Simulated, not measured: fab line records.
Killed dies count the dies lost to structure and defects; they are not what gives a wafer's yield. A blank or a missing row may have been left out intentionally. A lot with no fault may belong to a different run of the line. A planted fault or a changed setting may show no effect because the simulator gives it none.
fab line records -- flow sky130 -- part 1 of 2: steps 1 to 42 of 44
record: lots: 6, wafers: 18, lastDay: 49
route steps=708 shown SONOS_TUNNEL@160 SONOS_ONO@168 GATE_OXIDE@187 PAD_OPEN@708
lots that met no fault: taken from a fault-free run of the same line
startH: start of the lot's first displayed wafer, in hours after the record's first day -- waitH: time in hours since the lot's previous step -- " the same as in the row above -- L1.1+2: a row that stands for several wafers -- - no value, or no start given -- * or withheld: withheld -- < > ~ a bound
route shown NAME@n: a module of which the file shows steps, and the number in the route of the first -- usual: mean/standard deviation taken from wafers without a fault -- same: alike in all rows -- chamber/n: place in a boat -- sites: per-site readings -- _std_site: the standard deviation of these -- _edge_site: mean of outer sites minus mean of inner sites -- radiusMm: for every site, how far away it sits from the centre of the wafer -- mask NAME#n: copy n -- behind: the tool/chamber that last shaped the wafer -- hold: why the lot was held/for how many hours/how that ended -- device: the transistor (n, p or np) that didn't switch -- end of line: the same wafers' tests at the end of the route -- a step without rows: its recipe alone -- killed: dies lost to structure and defects at the first sort, not the wafer's yield -- map: the dies of a wafer, with x for killed, . for not killed, _ for no die there
set.NAME: the run value of the setting; set.NAME@STEP: its run value at that earlier step -- model.NAME: the simulator's own value behind a step, which no gauge read
lots at some steps of the route; a table a step, a row a wafer
services: from which hour (startH, from the record's first day; less than 0 if before it) a tool's chamber was out of use, for how many hours, and why
== steps ==
step: SKY_SONOS_TUNNEL_DEVELOP_06
recipe: resist: NOVOLAK, developer: TMAH, developTimeS: 60, devTempC: 23
step: SKY_SONOS_TUNNEL_CD_MEAS_07
recipe: targetCdNm: 410
usual: cdNm: 410.2/2.2
lot.wafer,tool,chamber,startH,waitH,cdNm
L494.1,cdSem-01,-,250.71,0.1,411.7
L494.3,cdSem-01,-,250.71,0.1,409.8
L494.6,cdSem-01,-,250.71,0.1,410.1
L496.1,cdSem-02,-,265.73,0.1,409.0
L496.5,cdSem-02,-,265.73,0.1,409.7
L496.6,cdSem-02,-,265.73,0.1,408.2
L497.1,cdSem-01,-,275.48,0.1,408.8
L497.3,cdSem-01,-,275.48,0.1,410.0
L497.5,cdSem-01,-,275.48,0.1,409.2
L506.2,cdSem-02,-,357.78,0.1,408.5
L506.3,cdSem-02,-,357.78,0.1,409.8
L506.4,cdSem-02,-,357.78,0.1,408.2
L509.1,cdSem-02,-,375.08,0.1,413.3
L509.2,cdSem-02,-,375.08,0.1,414.6
L509.4,cdSem-02,-,375.08,0.1,416.0
L514.2,cdSem-02,-,412.96,0.1,408.4
L514.3,cdSem-02,-,412.96,0.1,408.3
L514.5,cdSem-02,-,412.96,0.1,410.7
step: SKY_SONOS_TUNNEL_OVL_MEAS_08
usual: SONOS_TUNNEL_OVL: -0.2/1.4
lot.wafer,tool,chamber,startH,waitH,SONOS_TUNNEL_OVL[nm]
L494.1,overlay-02,-,250.83,0.1,1.3
L494.3,overlay-02,-,250.83,0.1,-2.5
L494.6,overlay-02,-,250.83,0.1,-0.9
L496.1,overlay-02,-,265.85,0.1,0.3
L496.5,overlay-02,-,265.85,0.1,-0.4
L496.6,overlay-02,-,265.85,0.1,-1.5
L497.1,overlay-01,-,275.60,0.1,-1.5
L497.3,overlay-01,-,275.60,0.1,-1.6
L497.5,overlay-01,-,275.60,0.1,-3.2
L506.2,overlay-01,-,357.88,0.1,0.0
L506.3,overlay-01,-,357.88,0.1,0.1
L506.4,overlay-01,-,357.88,0.1,0.0
L509.1,overlay-01,-,375.20,0.1,-2.4
L509.2,overlay-01,-,375.20,0.1,-2.9
L509.4,overlay-01,-,375.20,0.1,-2.5
L514.2,overlay-01,-,413.07,0.1,0.2
L514.3,overlay-01,-,413.07,0.1,-0.2
L514.5,overlay-01,-,413.07,0.1,0.7
step: SKY_SONOS_TUNNEL_IMPLANT_09
recipe: species: B, energyKev: 20, doseCm2: 1e+12, tiltDeg: withheld
step: SKY_SONOS_TUNNEL_WET_ETCH_10
recipe: chemistry: dHF, targetDepthNm: 14, target: SiO2, dilution: 100:1, tempC: 25, timeS: 280
step: SKY_SONOS_TUNNEL_STRIP_11
recipe: chemistry: SPM, timeS: 600, tempC: 130
step: SKY_SONOS_TUNNEL_TW_MEAS_12
usual: SONOS_TUNNEL_TW: 198.0/0.74
lot.wafer,tool,chamber,startH,waitH,SONOS_TUNNEL_TW
L494.1,filmMetro-03,-,251.27,0.0,197.9
L494.3,filmMetro-03,-,251.27,0.0,197.7
L494.6,filmMetro-03,-,251.27,0.0,196.5
L496.1,filmMetro-04,-,266.30,0.0,197.2
L496.5,filmMetro-04,-,266.30,0.0,196.9
L496.6,filmMetro-04,-,266.30,0.0,197.8
L497.1,filmMetro-03,-,276.06,0.0,198.1
L497.3,filmMetro-03,-,276.06,0.0,198.2
L497.5,filmMetro-03,-,276.06,0.0,197.9
L506.2,filmMetro-03,-,358.33,0.0,198.1
L506.3,filmMetro-03,-,358.33,0.0,197.3
L506.4,filmMetro-03,-,358.33,0.0,197.1
L509.1,filmMetro-04,-,375.66,0.0,200.2
L509.2,filmMetro-04,-,375.66,0.0,199.4
L509.4,filmMetro-04,-,375.66,0.0,198.8
L514.2,filmMetro-04,-,413.53,0.0,198.7
L514.3,filmMetro-04,-,413.53,0.0,199.2
L514.5,filmMetro-04,-,413.53,0.0,199.4
step: SKY_SONOS_TUNNEL_CLEAN_13
recipe: chemistry: dHF, timeS: 20, dilution: 100:1, dry: ipaMarangoni
step: SKY_SONOS_ONO_OXIDATION_00
recipe: tempC: 807.8, ambient: O2, idleTempC: 700, rampUpCPerMin: 10, rampDownCPerMin: 3, stabiliseS: 600, purgeS: 300, targetThkA: 26, oxTimeS: 1249
step: SKY_SONOS_ONO_THK_MEAS_01
recipe: reads: SiO2_of_SONOS_ONO_OXIDATION_00
usual: SONOS_ONO_OXIDATION_THK: 2.90/0.061
lot.wafer,tool,chamber,startH,waitH,SONOS_ONO_OXIDATION_THK[nm]
L494.1,filmMetro-02,-,253.95,0.0,2.82
L494.3,filmMetro-02,-,253.95,0.0,2.86
L494.6,filmMetro-02,-,253.95,0.0,2.95
L496.1,filmMetro-01,-,270.34,0.0,2.83
L496.5,filmMetro-01,-,270.34,0.0,2.81
L496.6,filmMetro-01,-,270.34,0.0,2.81
L497.1,filmMetro-01,-,279.07,0.0,3.00
L497.3,filmMetro-01,-,279.07,0.0,2.90
L497.5,filmMetro-01,-,279.07,0.0,2.96
L506.2,filmMetro-02,-,359.75,0.0,2.89
L506.3,filmMetro-02,-,359.75,0.0,2.99
L506.4,filmMetro-02,-,359.75,0.0,2.95
L509.1,filmMetro-03,-,378.04,0.0,2.94
L509.2,filmMetro-03,-,378.04,0.0,2.91
L509.4,filmMetro-03,-,378.04,0.0,2.81
L514.2,filmMetro-01,-,415.90,0.0,2.92
L514.3,filmMetro-01,-,415.90,0.0,2.94
L514.5,filmMetro-01,-,415.90,0.0,2.90
step: SKY_SONOS_ONO_CVD_02
recipe: material: Si3N4, precursor: DCS/NH3, targetThkNm: 10.5, tempC: 770, timeS: 180, pressureMtorr: 250
step: SKY_SONOS_ONO_THK_MEAS_03
recipe: reads: Si3N4_of_SONOS_ONO_CVD_02
usual: SONOS_ONO_CVD_02_THK: 10.49/0.13
lot.wafer,tool,chamber,startH,waitH,SONOS_ONO_CVD_02_THK[nm]
L494.1,filmMetro-01,-,256.01,0.0,10.36
L494.3,filmMetro-01,-,256.01,0.0,10.27
L494.6,filmMetro-01,-,256.01,0.0,10.16
L496.1,filmMetro-02,-,271.45,0.0,10.51
L496.5,filmMetro-02,-,271.45,0.0,10.56
L496.6,filmMetro-02,-,271.45,0.0,10.52
L497.1,filmMetro-02,-,281.34,0.0,10.66
L497.3,filmMetro-02,-,281.34,0.0,10.32
L497.5,filmMetro-02,-,281.34,0.0,10.43
L506.2,filmMetro-03,-,361.19,0.1,10.37
L506.3,filmMetro-03,-,361.19,0.1,10.28
L506.4,filmMetro-03,-,361.19,0.1,10.44
L509.1,filmMetro-02,-,380.18,0.0,10.47
L509.2,filmMetro-02,-,380.18,0.0,10.56
L509.4,filmMetro-02,-,380.18,0.0,10.44
L514.2,filmMetro-03,-,417.01,0.0,10.65
L514.3,filmMetro-03,-,417.01,0.0,10.58
L514.5,filmMetro-03,-,417.01,0.0,10.48
step: SKY_SONOS_ONO_CVD_04
recipe: material: SiO2, precursor: SiH4/N2O, targetThkNm: 5.7199, tempC: 900, pressureMtorr: 400
usual: spikeTcBottomC: 916.2/2.2, spikeTcCentreC: 899.5/1.1, spikeTcLowerC: 900.8/1.1, spikeTcTopC: 913.0/2.7, spikeTcUpperC: 899.9/1.3, susceptorTempC: 900.0/0.42, zonePowerBottomPct: 25.5/1.4, zonePowerCentrePct: 17.50/0.3, zonePowerUpperPct: 18.6/0.42
lot.wafer,tool,chamber,startH,waitH,spikeTcBottomC,spikeTcCentreC,spikeTcLowerC,spikeTcTopC,spikeTcUpperC,susceptorTempC,zonePowerBottomPct,zonePowerCentrePct,zonePowerUpperPct,model.SiO2_of_SONOS_ONO_CVD_04.thkNm
L494.1,lpcvd-03,0,256.07,0.1,918.1,898.0,899.4,910.1,900.2,899.8,27.7,17.74,19.3,5.649
L494.3,lpcvd-03,0,256.07,0.1,918.1,897.9,898.8,909.0,900.7,900.2,27.7,17.78,18.7,5.561
L494.6,lpcvd-03,0,256.07,0.1,918.8,898.8,899.5,909.9,900.8,900.2,27.6,17.75,19.0,5.653
L496.1,lpcvd-03,0,271.51,0.1,966.5,946.1,944.7,955.9,947.0,947.6,31.3,20.15,21.5,9.165
L496.5,lpcvd-03,0,271.51,0.1,966.8,945.8,945.4,955.6,947.0,947.3,31.2,20.43,21.6,9.112
L496.6,lpcvd-03,0,271.51,0.1,965.7,947.4,947.0,956.2,947.6,947.1,31.4,20.30,21.6,9.243
L497.1,lpcvd-03,1,281.40,0.1,962.4,946.8,947.7,959.6,945.4,946.5,27.6,19.29,20.8,8.968
L497.3,lpcvd-03,1,281.40,0.1,961.6,946.6,947.8,960.5,946.6,946.0,27.9,19.42,20.7,8.961
L497.5,lpcvd-03,1,281.40,0.1,962.1,945.8,947.8,958.4,946.0,946.5,27.7,19.34,21.0,8.959
L506.2,lpcvd-03,1,362.43,1.2,915.2,898.4,901.9,914.8,899.1,899.5,24.7,17.30,18.4,5.754
L506.3,lpcvd-03,1,362.43,1.2,915.7,898.7,901.6,914.2,901.4,899.8,24.8,17.39,18.5,5.778
L506.4,lpcvd-03,1,362.43,1.2,916.8,897.4,900.4,914.8,897.5,899.8,25.0,17.53,18.6,5.754
L509.1,lpcvd-03,0,380.24,0.1,918.4,900.9,899.8,908.5,900.8,900.5,27.7,17.70,19.2,5.819
L509.2,lpcvd-03,0,380.24,0.1,920.8,898.7,901.1,909.4,899.7,900.3,28.2,17.98,19.3,5.745
L509.4,lpcvd-03,0,380.24,0.1,917.3,898.2,901.2,909.5,902.4,900.6,27.9,17.71,19.5,5.704
L514.2,lpcvd-03,1,417.06,0.0,914.5,899.0,901.4,915.0,899.3,899.3,24.7,17.38,18.2,5.824
L514.3,lpcvd-03,1,417.06,0.0,913.9,898.1,901.1,916.2,899.2,899.8,24.8,17.51,18.2,5.7
L514.5,lpcvd-03,1,417.06,0.0,913.8,901.1,903.1,914.2,899.3,899.5,24.6,16.99,18.4,5.781
step: SKY_SONOS_ONO_THK_MEAS_05
recipe: reads: SiO2_of_SONOS_ONO_CVD_04
usual: SONOS_ONO_CVD_04_THK: 5.74/0.095
lot.wafer,tool,chamber,startH,waitH,SONOS_ONO_CVD_04_THK[nm]
L494.1,filmMetro-02,-,257.32,0.0,5.66
L494.3,filmMetro-02,-,257.32,0.0,5.57
L494.6,filmMetro-02,-,257.32,0.0,5.63
L496.1,filmMetro-01,-,272.76,0.0,9.18
L496.5,filmMetro-01,-,272.76,0.0,9.08
L496.6,filmMetro-01,-,272.76,0.0,9.23
L497.1,filmMetro-03,-,283.27,0.0,8.99
L497.3,filmMetro-03,-,283.27,0.0,9.00
L497.5,filmMetro-03,-,283.27,0.0,8.93
L506.2,filmMetro-01,-,363.69,0.0,5.76
L506.3,filmMetro-01,-,363.69,0.0,5.80
L506.4,filmMetro-01,-,363.69,0.0,5.71
L509.1,filmMetro-01,-,381.49,0.0,5.82
L509.2,filmMetro-01,-,381.49,0.0,5.73
L509.4,filmMetro-01,-,381.49,0.0,5.74
L514.2,filmMetro-03,-,418.32,0.0,5.80
L514.3,filmMetro-03,-,418.32,0.0,5.66
L514.5,filmMetro-03,-,418.32,0.0,5.80
step: SKY_SONOS_ONO_DEHYDRATE_06
recipe: tempC: 200, timeS: 60
step: SKY_SONOS_ONO_HMDS_07
recipe: primeTimeS: 60, primeTempC: 120
step: SKY_SONOS_ONO_COAT_08
recipe: resist: NOVOLAK, spinRpm: 3000, resistThkNm: 1140
step: SKY_SONOS_ONO_SOFTBAKE_09
recipe: tempC: 90, timeS: 60, resist: NOVOLAK
step: SKY_SONOS_ONO_EXPOSE_10
recipe: maskId: ONOM, targetCdNm: 410, na: 0.6, sourceShape: conventional, sigmaOuter: 0.6, doseMj: 150
step: SKY_SONOS_ONO_PEB_11
recipe: tempC: withheld, timeS: *, resist: NOVOLAK
step: SKY_SONOS_ONO_DEVELOP_12
recipe: developTimeS: 60, devTempC: 23
step: SKY_SONOS_ONO_CD_MEAS_13
recipe: targetCdNm: 410
usual: cdNm: 410.2/2
lot.wafer,tool,chamber,startH,waitH,cdNm
L494.1,cdSem-01,-,280.84,0.1,411.8
L494.3,cdSem-01,-,280.84,0.1,414.5
L494.6,cdSem-01,-,280.84,0.1,411.8
L496.1,cdSem-01,-,296.88,0.1,413.4
L496.5,cdSem-01,-,296.88,0.1,410.1
L496.6,cdSem-01,-,296.88,0.1,411.2
L497.1,cdSem-02,-,308.07,0.1,410.7
L497.3,cdSem-02,-,308.07,0.1,410.7
L497.5,cdSem-02,-,308.07,0.1,409.5
L506.2,cdSem-01,-,391.85,0.1,409.9
L506.3,cdSem-01,-,391.85,0.1,408.7
L506.4,cdSem-01,-,391.85,0.1,410.7
L509.1,cdSem-02,-,410.23,0.1,410.2
L509.2,cdSem-02,-,410.23,0.1,410.1
L509.4,cdSem-02,-,410.23,0.1,412.7
L514.2,cdSem-01,-,448.19,0.1,408.4
L514.3,cdSem-01,-,448.19,0.1,410.0
L514.5,cdSem-01,-,448.19,0.1,410.0
step: SKY_SONOS_ONO_OVL_MEAS_14
usual: SONOS_ONO_OVL: 0.0/1.2
lot.wafer,tool,chamber,startH,waitH,SONOS_ONO_OVL[nm]
L494.1,overlay-01,-,280.96,0.1,1.3
L494.3,overlay-01,-,280.96,0.1,1.3
L494.6,overlay-01,-,280.96,0.1,1.9
L496.1,overlay-02,-,297.00,0.1,-1.3
L496.5,overlay-02,-,297.00,0.1,-0.9
L496.6,overlay-02,-,297.00,0.1,-2.6
L497.1,overlay-02,-,308.19,0.1,-0.9
L497.3,overlay-02,-,308.19,0.1,1.0
L497.5,overlay-02,-,308.19,0.1,1.2
L506.2,overlay-01,-,391.96,0.1,2.1
L506.3,overlay-01,-,391.96,0.1,0.7
L506.4,overlay-01,-,391.96,0.1,1.9
L509.1,overlay-02,-,410.35,0.1,1.5
L509.2,overlay-02,-,410.35,0.1,1.3
L509.4,overlay-02,-,410.35,0.1,-0.4
L514.2,overlay-02,-,448.29,0.1,-0.1
L514.3,overlay-02,-,448.29,0.1,0.1
L514.5,overlay-02,-,448.29,0.1,0.7
step: SKY_SONOS_ONO_ETCH_15
recipe: targetDepthNm: 19.52, chemistry: CHF3/O2, sourceW: 600, biasW: 200, pressureMtorr: 40, chf3FlowSccm: 50, O2_flow_sccm: 5, timeS: 7.8
usual: chf3FlowSccm: 50.00/0.15, drypumpMotorCurrentA: 5.62/0.22, oesProductAu: 1.013/0.015, throttleValvePct: 8.827/0.0093
lot.wafer,tool,chamber,startH,waitH,chf3FlowSccm,drypumpMotorCurrentA,oesProductAu,rfHoursCounterH,throttleValvePct
L494.1,rieDiel-04,3,281.00,0.0,50.16,5.62,1.014,16,8.827
L494.3,rieDiel-04,0,281.00,0.0,50.03,5.75,1.012,9,8.828
L494.6,rieDiel-04,1,281.00,0.0,49.98,5.68,1.012,-,8.846
L496.1,rieDiel-03,0,297.04,0.0,49.97,5.03,1.001,63,8.819
L496.5,rieDiel-03,0,297.04,0.0,49.93,5.02,0.990,-,8.828
L496.6,rieDiel-03,1,297.04,0.0,50.36,5.86,0.997,-,8.819
L497.1,rieDiel-04,3,308.22,0.0,49.85,5.63,1.006,17,8.853
L497.3,rieDiel-04,1,308.22,0.0,50.01,5.70,1.012,57,8.827
L497.5,rieDiel-04,2,308.22,0.0,49.84,5.50,1.022,-,8.821
L506.2,rieDiel-04,3,391.99,0.0,49.90,5.63,1.008,18,8.826
L506.3,rieDiel-04,2,391.99,0.0,50.15,5.45,1.033,3,8.832
L506.4,rieDiel-04,1,391.99,0.0,49.91,5.66,1.024,-,8.834
L509.1,rieDiel-01,0,410.39,0.0,50.13,5.56,1.007,101,8.823
L509.2,rieDiel-01,3,410.39,0.0,49.83,5.85,1.006,11,8.841
L509.4,rieDiel-01,1,410.39,0.0,50.08,5.73,0.990,8,8.812
L514.2,rieDiel-01,2,448.32,0.0,50.27,6.00,1.005,17,8.824
L514.3,rieDiel-01,3,448.32,0.0,49.97,5.83,1.010,11,8.822
L514.5,rieDiel-01,2,448.32,0.0,50.18,6.00,0.992,-,8.816
step: SKY_SONOS_ONO_WET_ETCH_16
recipe: chemistry: dHF, targetDepthNm: 14, dry: n2Spin, target: SiO2, dilution: 100:1, tempC: 25, timeS: 280
step: SKY_SONOS_ONO_STRIP_17
recipe: chemistry: O2/N2, powerW: 1400, pressureMtorr: 1500, platenTempC: withheld, o2FlowSccm: 3000, n2FlowSccm: 300, overashFraction: 0.5
usual: drypumpMotorCurrentA: 5.59/0.26, oesProductAu: 0.710/0.0049, stripTimeToEndpointS: 14.12/0.047
lot.wafer,tool,chamber,startH,waitH,drypumpMotorCurrentA,oesProductAu,rfHoursCounterH,stripTimeToEndpointS
L494.1,plasmaAsher-03,1,281.10,0.0,5.13,0.713,58,14.11
L494.3,plasmaAsher-03,0,281.10,0.0,5.64,0.711,-,14.20
L494.6,plasmaAsher-03,0,281.10,0.0,5.63,0.709,-,14.15
L496.1,plasmaAsher-02,1,297.14,0.0,5.47,0.711,51,14.12
L496.5,plasmaAsher-02,0,297.14,0.0,5.73,0.711,-,14.10
L496.6,plasmaAsher-02,1,297.14,0.0,5.46,0.704,-,14.05
L497.1,plasmaAsher-01,0,308.33,0.0,6.01,0.713,18,14.06
L497.3,plasmaAsher-01,1,308.33,0.0,5.42,0.710,-,14.05
L497.5,plasmaAsher-01,1,308.33,0.0,5.43,0.704,-,14.08
L506.2,plasmaAsher-02,1,392.09,0.0,5.46,0.710,61,14.11
L506.3,plasmaAsher-02,0,392.09,0.0,5.71,0.705,-,14.11
L506.4,plasmaAsher-02,1,392.09,0.0,5.47,0.713,-,14.13
L509.1,plasmaAsher-03,0,410.50,0.0,5.64,0.709,70,14.09
L509.2,plasmaAsher-03,1,410.50,0.0,5.16,0.708,70,14.06
L509.4,plasmaAsher-03,1,410.50,0.0,5.16,0.708,-,14.11
L514.2,plasmaAsher-01,0,448.43,0.0,6.02,0.711,32,14.14
L514.3,plasmaAsher-01,0,448.43,0.0,6.03,0.702,-,14.17
L514.5,plasmaAsher-01,0,448.43,0.0,6.01,0.707,-,14.15
step: SKY_SONOS_ONO_WET_ETCH_18
recipe: chemistry: H3PO4, targetDepthNm: 15, target: Si3N4, tempC: 160, timeS: 172
step: SKY_GATE_OXIDE_CLEAN_00
recipe: chemistry: SC1/SC2, mix: 1:4:20, tempC: 70, timeS: 150, dry: n2Spin
step: SKY_GATE_OXIDE_OXIDATION_01
recipe: tempC: 900, ambient: O2, stabiliseS: 600, purgeS: 300, targetThkA: 102.68, oxTimeS: 1473
step: SKY_GATE_OXIDE_THK_MEAS_02
recipe: reads: SiO2_of_GATE_OXIDE_OXIDATION_01
usual: GATE_OXIDE_OXIDATION_00_THK: 10.27/0.2
lot.wafer,tool,chamber,startH,waitH,GATE_OXIDE_OXIDATION_00_THK[nm]
L494.1,filmMetro-04,-,285.09,0.0,10.49
L494.3,filmMetro-04,-,285.09,0.0,10.54
L494.6,filmMetro-04,-,285.09,0.0,10.52
L496.1,filmMetro-01,-,298.77,0.0,9.92
L496.5,filmMetro-01,-,298.77,0.0,10.13
L496.6,filmMetro-01,-,298.77,0.0,9.85
L497.1,filmMetro-01,-,312.16,0.0,9.80
L497.3,filmMetro-01,-,312.16,0.0,9.99
L497.5,filmMetro-01,-,312.16,0.0,9.74
L506.2,filmMetro-01,-,394.16,0.0,10.19
L506.3,filmMetro-01,-,394.16,0.0,10.37
L506.4,filmMetro-01,-,394.16,0.0,10.44
L509.1,filmMetro-01,-,413.15,0.0,10.35
L509.2,filmMetro-01,-,413.15,0.0,10.32
L509.4,filmMetro-01,-,413.15,0.0,10.39
L514.2,filmMetro-04,-,450.34,0.0,10.39
L514.3,filmMetro-04,-,450.34,0.0,10.06
L514.5,filmMetro-04,-,450.34,0.0,10.15
step: SKY_GATE_OXIDE_DEHYDRATE_03
recipe: tempC: 200, timeS: 60
step: SKY_GATE_OXIDE_HMDS_04
recipe: primeTimeS: 60, primeTempC: 120
step: SKY_GATE_OXIDE_COAT_05
recipe: resist: NOVOLAK, spinRpm: 3000, resistThkNm: 1140
step: SKY_GATE_OXIDE_SOFTBAKE_06
recipe: tempC: 90, timeS: 60, resist: NOVOLAK
step: SKY_GATE_OXIDE_EXPOSE_07
recipe: maskId: LVOM, na: 0.6, sourceShape: conventional, sigmaOuter: 0.6, polarization: unpolarized, targetCdNm: 600, doseMj: 170
step: SKY_GATE_OXIDE_PEB_08
recipe: tempC: withheld, timeS: *, resist: NOVOLAK
step: SKY_GATE_OXIDE_DEVELOP_09
recipe: resist: NOVOLAK, developer: TMAH, developTimeS: 60, devTempC: 23
step: SKY_GATE_OXIDE_OVL_MEAS_10
usual: GATE_OXIDE_OVL: 0.1/1.5
lot.wafer,tool,chamber,startH,waitH,GATE_OXIDE_OVL[nm]
L494.1,overlay-02,-,310.54,0.1,-1.1
L494.3,overlay-02,-,310.54,0.1,-2.4
L494.6,overlay-02,-,310.54,0.1,-2.2
L496.1,overlay-01,-,324.19,0.1,0.1
L496.5,overlay-01,-,324.19,0.1,-0.8
L496.6,overlay-01,-,324.19,0.1,0.5
L497.1,overlay-01,-,337.99,0.1,-0.5
L497.3,overlay-01,-,337.99,0.1,-2.0
L497.5,overlay-01,-,337.99,0.1,-1.4
L506.2,overlay-02,-,423.75,0.1,-0.7
L506.3,overlay-02,-,423.75,0.1,-1.0
L506.4,overlay-02,-,423.75,0.1,0.3
L509.1,overlay-01,-,442.64,0.1,2.8
L509.2,overlay-01,-,442.64,0.1,0.8
L509.4,overlay-01,-,442.64,0.1,2.6
L514.2,overlay-01,-,481.01,0.1,-1.3
L514.3,overlay-01,-,481.01,0.1,-1.9
L514.5,overlay-01,-,481.01,0.1,-1.4
step: SKY_GATE_OXIDE_IMPLANT_11
recipe: species: B, energyKev: 10, doseCm2: 2.653e+12, tiltDeg: withheld
step: SKY_GATE_OXIDE_WET_ETCH_12
recipe: chemistry: dHF, targetDepthNm: 16.8, dry: n2Spin, target: SiO2, dilution: 100:1, tempC: 25, timeS: 336
step: SKY_GATE_OXIDE_STRIP_13
recipe: chemistry: O2/N2, powerW: 1400, pressureMtorr: 1500, platenTempC: withheld, o2FlowSccm: 3000, n2FlowSccm: 300, overashFraction: 0.5
usual: drypumpMotorCurrentA: 5.7/0.33, oesProductAu: 0.716/0.0044, stripTimeToEndpointS: 14.20/0.035
lot.wafer,tool,chamber,startH,waitH,drypumpMotorCurrentA,oesProductAu,rfHoursCounterH,stripTimeToEndpointS
L494.1,plasmaAsher-01,1,310.84,0.0,5.4,0.719,19,14.23
L494.3,plasmaAsher-01,1,310.84,0.0,5.4,0.716,-,14.19
L494.6,plasmaAsher-01,1,310.84,0.0,5.5,0.717,-,14.19
L496.1,plasmaAsher-04,0,324.48,0.0,6.2,0.721,63,14.21
L496.5,plasmaAsher-04,1,324.48,0.0,5.8,0.712,-,14.20
L496.6,plasmaAsher-04,0,324.48,0.0,6.2,0.725,-,14.22
L497.1,plasmaAsher-03,0,338.28,0.0,5.6,0.714,63,14.13
L497.3,plasmaAsher-03,0,338.28,0.0,5.6,0.720,-,14.19
L497.5,plasmaAsher-03,0,338.28,0.0,5.6,0.719,-,14.20
L506.2,plasmaAsher-04,0,424.13,0.0,6.2,0.719,73,14.17
L506.3,plasmaAsher-04,1,424.13,0.0,5.8,0.724,-,14.17
L506.4,plasmaAsher-04,0,424.13,0.0,6.2,0.714,-,14.16
L509.1,plasmaAsher-03,0,442.93,0.0,5.7,0.722,1,14.20
L509.2,plasmaAsher-03,1,442.93,0.0,5.2,0.717,1,14.23
L509.4,plasmaAsher-03,0,442.93,0.0,5.7,0.717,-,14.24
L514.2,plasmaAsher-01,1,481.29,0.0,5.4,0.715,34,14.14
L514.3,plasmaAsher-01,0,481.29,0.0,6.0,0.716,-,14.14
L514.5,plasmaAsher-01,1,481.29,0.0,5.5,0.723,-,14.13
step: SKY_GATE_OXIDE_TW_MEAS_14
usual: GATE_OXIDE_TW: 225.5/1.6
lot.wafer,tool,chamber,startH,waitH,GATE_OXIDE_TW
L494.1,filmMetro-04,-,310.94,0.1,225.8
L494.3,filmMetro-04,-,310.94,0.1,225.7
L494.6,filmMetro-04,-,310.94,0.1,226.4
L496.1,filmMetro-01,-,324.58,0.1,226.6
L496.5,filmMetro-01,-,324.58,0.1,227.5
L496.6,filmMetro-01,-,324.58,0.1,228.5
L497.1,filmMetro-02,-,338.38,0.1,223.9
L497.3,filmMetro-02,-,338.38,0.1,223.0
L497.5,filmMetro-02,-,338.38,0.1,222.9
L506.2,filmMetro-02,-,424.24,0.1,224.3
L506.3,filmMetro-02,-,424.24,0.1,226.5
L506.4,filmMetro-02,-,424.24,0.1,227.0
L509.1,filmMetro-04,-,443.03,0.1,226.0
L509.2,filmMetro-04,-,443.03,0.1,226.0
L509.4,filmMetro-04,-,443.03,0.1,226.9
L514.2,filmMetro-04,-,481.40,0.1,226.1
L514.3,filmMetro-04,-,481.40,0.1,226.7
L514.5,filmMetro-04,-,481.40,0.1,227.0
== key ==
firstSign: step: SKY_SONOS_ONO_CVD_04, reading: susceptorTempC, direction: up, sigmas: 99+, usual: *, struck: *
effect: step: SKY_SONOS_ONO_CVD_04, reading: spikeTcCentreC, direction: up, sigmas: 43, usual: 899.5, struck: 946.4
effect: step: SKY_SONOS_ONO_THK_MEAS_05, reading: SONOS_ONO_CVD_04_THK, direction: up, sigmas: 35, usual: 5.74, struck: 9.07
modelEffect: step: SKY_SONOS_ONO_CVD_04, value: SiO2_of_SONOS_ONO_CVD_04.thkNm, without: 5.648, struck: 9.068
modelEffect: step: SKY_GATE_OXIDE_CLEAN_15, value: SiO2_of_SONOS_ONO_CVD_04.thkNm, without: 4.144, struck: 7.563
metAt SKY_SONOS_ONO_CVD_04
struckWafers L496.1,L496.5,L496.6,L497.1,L497.3,L497.5
sortLeftOut L496.1,L496.5,L496.6
testerLeftOut L496,L497
onsetBetween 256.07 271.51
fault: kind: processParameterDrift, tool: lpcvd-03, chamber: -, onsetH: 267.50, steps: SKY_SONOS_ONO_CVD_04, channel: tempC, offset: *, shape: step, endH: 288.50, stated: *
testerLeftOut: of these lots the tester's yield and bins aren't shown, on N5 and GAA mostly nor the transistor test; their killed dies are dies lost to structure and defects alone, not to doping, threshold or leakage, so they don't give the yield
sortLeftOut: the simulated sort isn't trusted on such a fault, so these wafers' sort isn't shown, and their yield isn't known
